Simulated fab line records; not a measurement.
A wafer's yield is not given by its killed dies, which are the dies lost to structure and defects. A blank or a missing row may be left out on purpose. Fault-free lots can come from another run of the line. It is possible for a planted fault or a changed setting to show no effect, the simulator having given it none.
Matching of chambers ; flow gf180mcu ; GF_V5_CVD_02 on pecvd-04 has 3 sister chambers
The step deposits SiO2 from TEOS, target thk 1450 nm, time 163.28 s. 3 wafers are shown with their chamber, then 7 later ones without.

EACH WAFER AND ITS CHAMBER
wafer;chamber;heater power w (W)
L088.5;2;811
L089.1;1;706
L089.3;0;906

WAFERS MISSING THEIR CHAMBER
wafer;heater power w (W)
L089.5;729
L095.4;858
L095.5;702
L095.6;656
L097.2;859
L097.3;645
L097.5;657

EACH ONE'S CHAMBER
wafer;from the rows above;in truth
L089.5;can't be placed: 1 or 2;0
L095.4;can't be placed: 2 or 0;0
L095.5;1;1
L095.6;1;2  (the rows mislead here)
L097.2;can't be placed: 0 or 2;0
L097.3;1;1
L097.5;1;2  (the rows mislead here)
2 of 7 placed correctly. These rows do not allow placing 3 (true chamber among the candidates in 2). 2 placed wrongly.
How it was worked out, from the rows above alone: a wafer's distance from a chamber is the root of the sum, over the readings, of the square of ((its reading less the chamber's mean) divided by the reading's scatter). The wafer belongs to the nearest chamber; if the next one is less than 2 further off, it can't be placed. Each chamber's mean is taken over the wafers shown for it. The scatter: with one shown wafer a chamber, the root of the mean of the squares of how far each hidden wafer lies from its nearest shown one.
